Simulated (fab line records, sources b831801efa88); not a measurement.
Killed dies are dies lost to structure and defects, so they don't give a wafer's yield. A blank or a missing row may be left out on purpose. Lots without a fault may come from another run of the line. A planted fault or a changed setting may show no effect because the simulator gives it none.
Which tool did it? | flow sky130 | 13 lots, 39 wafers sampled, at 5 steps of a route of 708

WHAT THE GAUGES READ, wafer by wafer
The record holds no reading of a measuring or inspecting step that can be judged against a usual standard deviation.

WHICH TOOL RAN EACH LOT (tool, then ch and the chambers of the sampled wafers, then the start)
lot  | SKY_LI_CONTACT_CMP_02         | SKY_VIA4_ETCH_12                   | SKY_METAL5_SPUTTER_01        | SKY_PAD_OPEN_ETCH_07               | SKY_PAD_OPEN_PROBE_99
L742 | cmp-01 ch 1,2,3, day 28 02:31 | rie_diel-03 ch 0,1,3, day 43 02:11 | pvd_sputter-02, day 43 03:38 | rie_diel-04 ch 1,2,3, day 45 22:29 | prober-01, day 46 00:55
L744 | cmp-02 ch 0,1, day 28 13:22   | rie_diel-02 ch 1,2, day 43 06:46   | pvd_sputter-04, day 43 08:16 | rie_diel-03 ch 0,1, day 46 03:42   | prober-01, day 46 06:01
L745 | cmp-01 ch 0,2,3, day 28 18:31 | rie_diel-04 ch 2,3, day 43 14:02   | pvd_sputter-01, day 43 15:50 | rie_diel-01 ch 0,1, day 46 11:35   | prober-02, day 46 13:55
L747 | cmp-01 ch 1,2, day 29 10:44   | rie_diel-04 ch 0,1,3, day 44 05:02 | pvd_sputter-04, day 44 06:30 | rie_diel-03 ch 1,2, day 46 23:18   | prober-02, day 47 01:40
L748 | cmp-01 ch 0,1, day 29 20:37   | rie_diel-04 ch 0,1,2, day 44 09:32 | pvd_sputter-02, day 44 11:15 | rie_diel-01 ch 0,1,3, day 47 03:35 | prober-01, day 47 05:55
L749 | cmp-01 ch 0,1,3, day 30 13:16 | rie_diel-04 ch 0,2,3, day 44 22:50 | pvd_sputter-01, day 45 00:50 | rie_diel-04 ch 2,3, day 47 14:56   | prober-02, day 47 17:19
L751 | cmp-02 ch 1,2,3, day 31 11:25 | rie_diel-04 ch 0,1,3, day 45 16:14 | pvd_sputter-04, day 45 17:39 | rie_diel-01 ch 0,1,2, day 48 06:20 | prober-01, day 48 08:40
L754 | cmp-01 ch 0,3, day 32 14:16   | rie_diel-04 ch 0,1,2, day 46 14:05 | pvd_sputter-02, day 46 15:28 | rie_diel-03 ch 1,2, day 49 02:06   | prober-02, day 49 04:25
L753 | cmp-02 ch 0,3, day 32 16:28   | rie_diel-04 ch 0,3, day 46 17:19   | pvd_sputter-02, day 46 18:41 | rie_diel-01 ch 0,1, day 49 04:47   | prober-01, day 49 07:09
L759 | cmp-02 ch 1,3, day 34 04:25   | rie_diel-02 ch 1,2,3, day 47 17:58 | pvd_sputter-01, day 47 19:21 | rie_diel-04 ch 0,3, day 50 03:29   | prober-02, day 50 05:49
L760 | cmp-01 ch 0,2,3, day 34 06:07 | rie_diel-02 ch 0,2, day 47 19:20   | pvd_sputter-01, day 47 20:48 | rie_diel-01 ch 0,3, day 50 05:26   | prober-01, day 50 07:46
L761 | cmp-01 ch 0,1,3, day 34 13:40 | rie_diel-04 ch 0,1,2, day 48 01:19 | pvd_sputter-02, day 48 02:46 | rie_diel-03 ch 1,2,3, day 50 08:53 | prober-02, day 50 11:15
L764 | cmp-02 ch 0,1,2, day 35 05:17 | rie_diel-02 ch 0,2, day 48 14:17   | pvd_sputter-04, day 48 15:40 | rie_diel-03 ch 0,2, day 50 20:59   | prober-01, day 50 23:26
- SKY_LI_CONTACT_CMP_02: polishes PSG.
- SKY_VIA4_ETCH_12: etches SiO2 in C4F8/O2/Ar, stops on TiN, target depth 580 nm.
- SKY_METAL5_SPUTTER_01: material TiN, target thk 20 nm, time 16.7 s.
- SKY_PAD_OPEN_ETCH_07: etches the open film in CF4/O2, stops on AlCu, target depth 725 nm, time 168.2 s.
- SKY_PAD_OPEN_PROBE_99

WHAT THE TOOLS THEMSELVES READ (means of the sampled wafers that have a number; where no wafer has one, the mark that the record gives instead)
SKY_LI_CONTACT_CMP_02. Usual: motor_current_A 12.7 A, standard deviation 0.86; time_to_endpoint_s 33.1 s, standard deviation 2.9.
lot  | tool   | motor_current_A (A) | time_to_endpoint_s (s) | flag
L742 | cmp-01 | 12.6                | 31.9                   |
L744 | cmp-02 | 12.4                | 33.5                   |
L745 | cmp-01 | 12.9                | 29.7                   |
L747 | cmp-01 | 12.5                | 34.9                   |
L748 | cmp-01 | 12.5                | 35.2                   |
L749 | cmp-01 | 13.2                | 33.3                   |
L751 | cmp-02 | 12.6                | 34.4                   |
L754 | cmp-01 | 13.6                | 33.2                   |
L753 | cmp-02 | 12.4                | 33.9                   |
L759 | cmp-02 | 11.9                | 31.0                   |
L760 | cmp-01 | 13.3                | 34.3                   |
L761 | cmp-01 | 12.8                | 36.5                   |
L764 | cmp-02 | 12.7                | 32.9                   |

SKY_VIA4_ETCH_12. Usual: bias_w 1163 W, standard deviation 3.3; oes_product_au 0.926 a.u., standard deviation 0.0053.
lot  | tool        | bias_w (W) | oes_product_au (a.u.) | flag
L742 | rie_diel-03 | 1160       | 0.924                 |
L744 | rie_diel-02 | 1160       | 0.923                 |
L745 | rie_diel-04 | 1165       | 0.931                 |
L747 | rie_diel-04 | 1164       | 0.926                 |
L748 | rie_diel-04 | 1163       | 0.926                 |
L749 | rie_diel-04 | 1163       | 0.923                 |
L751 | rie_diel-04 | 1164       | 0.927                 |
L754 | rie_diel-04 | 1160       | 0.925                 |
L753 | rie_diel-04 | 1164       | 0.929                 |
L759 | rie_diel-02 | 1160       | 0.928                 |
L760 | rie_diel-02 | 1165       | 0.935                 |
L761 | rie_diel-04 | 1162       | 0.925                 |
L764 | rie_diel-02 | 1163       | 0.928                 |

SKY_METAL5_SPUTTER_01. Usual: throttle_valve_pct 29.3 %, standard deviation 1.1.
lot  | tool           | throttle_valve_pct (%) | flag
L742 | pvd_sputter-02 | 30.3                   |
L744 | pvd_sputter-04 | 28.1                   |
L745 | pvd_sputter-01 | 29.0                   |
L747 | pvd_sputter-04 | 28.2                   |
L748 | pvd_sputter-02 | 30.4                   |
L749 | pvd_sputter-01 | 29.5                   |
L751 | pvd_sputter-04 | 28.7                   |
L754 | pvd_sputter-02 | 30.3                   |
L753 | pvd_sputter-02 | 29.3                   |
L759 | pvd_sputter-01 | 28.9                   |
L760 | pvd_sputter-01 | 29.5                   |
L761 | pvd_sputter-02 | 30.1                   |
L764 | pvd_sputter-04 | 29.2                   |

SKY_PAD_OPEN_ETCH_07. Usual: drypump_motor_current_A 5.6 A, standard deviation 0.48; oes_product_au 0.973 a.u., standard deviation 0.0077; throttle_valve_pct 5.963 %, standard deviation 0.01.
lot  | tool        | drypump_motor_current_A (A) | oes_product_au (a.u.) | throttle_valve_pct (%) | flag
L742 | rie_diel-04 | 5.3                         | 0.976                 | 5.965                  |
L744 | rie_diel-03 | 5.9                         | 0.966                 | 5.966                  |
L745 | rie_diel-01 | 5.9                         | 0.973                 | 5.955                  |
L747 | rie_diel-03 | 5.6                         | 0.978                 | 5.959                  |
L748 | rie_diel-01 | 5.6                         | 0.971                 | 5.967                  |
L749 | rie_diel-04 | 5.2                         | 0.976                 | 5.956                  |
L751 | rie_diel-01 | 5.8                         | 0.970                 | 5.967                  |
L754 | rie_diel-03 | 5.7                         | 0.973                 | 5.966                  |
L753 | rie_diel-01 | 5.9                         | 0.969                 | 5.966                  |
L759 | rie_diel-04 | 6.1                         | 0.977                 | 5.966                  |
L760 | rie_diel-01 | 5.8                         | 0.971                 | 5.961                  |
L761 | rie_diel-03 | 5.6                         | 0.966                 | 5.947                  |
L764 | rie_diel-03 | 5.6                         | 0.973                 | 5.968                  |

SKY_PAD_OPEN_PROBE_99. Usual: killed_at_M0_to_M3 42, standard deviation 6.7; killed_at_M4_up 3.4, standard deviation 2; killed_at_contacts 24, standard deviation 5.1; killed_at_front_end 14, standard deviation 4.2; killed_at_other 0.2, standard deviation 0.49; killed_dies 84, standard deviation 8.4; killed_on_rim 17, standard deviation 3.6; killed_open 46, standard deviation 7; killed_short 39, standard deviation 5.8.
lot  | tool      | killed_at_M0_to_M3 | killed_at_M4_up | killed_at_contacts | killed_at_front_end | killed_at_other | killed_dies | killed_on_rim | killed_open | killed_short | flag
L742 | prober-01 | 47                 | 2.3             | 23                 | 17                  | 0.7             | 90          | 20            | 50          | 40           |
L744 | prober-01 | 48                 | 1.0             | 24                 | 15                  | 0.3             | 88          | 20            | 40          | 49           |
L745 | prober-02 | 44                 | 1.3             | 23                 | 21                  | 0.0             | 89          | 18            | 49          | 40           |
L747 | prober-02 | 48                 | 2.0             | 30                 | 16                  | 0.0             | 96          | 17            | 53          | 43           |
L748 | prober-01 | 39                 | 3.3             | 30                 | 14                  | 0.3             | 87          | 16            | 45          | 42           |
L749 | prober-02 | 46                 | 2.7             | 24                 | 17                  | 0.3             | 89          | 15            | 43          | 46           |
L751 | prober-01 | 44                 | 4.7             | 25                 | 13                  | 0.3             | 88          | 17            | 47          | 41           |
L754 | prober-02 | 52                 | 6.0             | 17                 | 12                  | 0.3             | 86          | 19            | 47          | 39           |
L753 | prober-01 | 41                 | 4.7             | 22                 | 16                  | 0.0             | 84          | 15            | 50          | 34           |
L759 | prober-02 | 43                 | 3.0             | 21                 | 11                  | 0.0             | 78          | 11            | 43          | 35           |
L760 | prober-01 | 38                 | 2.7             | 232                | 8                   | 0.0             | 281         | 56            | 33          | 34           | OFF
L761 | prober-02 | 32                 | 3.0             | 234                | 10                  | 0.0             | 279         | 51            | 32          | 28           | OFF
L764 | prober-01 | 50                 | 5.0             | 22                 | 17                  | 0.3             | 95          | 17            | 52          | 43           |

THE ANSWER, worked out from the rows above alone
Rule: a lot is off if the mean of its wafers that have a number lies more than 3 standard deviations from the usual mean. A lot without any number at a reading at which 4 lots or more have one is off too. The other lots that the step has rows for count as sound. The gauges are gone through in route order, then the tools' own readings, and for those a lot's mean is taken as printed above. The first step at which some lot is off is used, and at that step the reading that is off furthest; a lot without a number counts as furthest.
Off: L760, L761, at SKY_PAD_OPEN_PROBE_99 (killed_at_contacts).
A tool fits if, at that step or a process step before it, it ran every lot that is off, and no sound lot after the first of them. One fits: cmp-01 at SKY_LI_CONTACT_CMP_02. Its last sound lot is L754 (day 32 14:16), its first lot that is off L760 (day 34 06:07): a fault that began between those two fits.

WHAT THE SIMULATOR HAD PUT IN
Chamber particle source: cmp-01, from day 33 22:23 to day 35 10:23, at SKY_LI_CONTACT_CMP_02. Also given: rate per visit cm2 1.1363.
Lots struck among those shown: L760, L761. The rule above found the same.
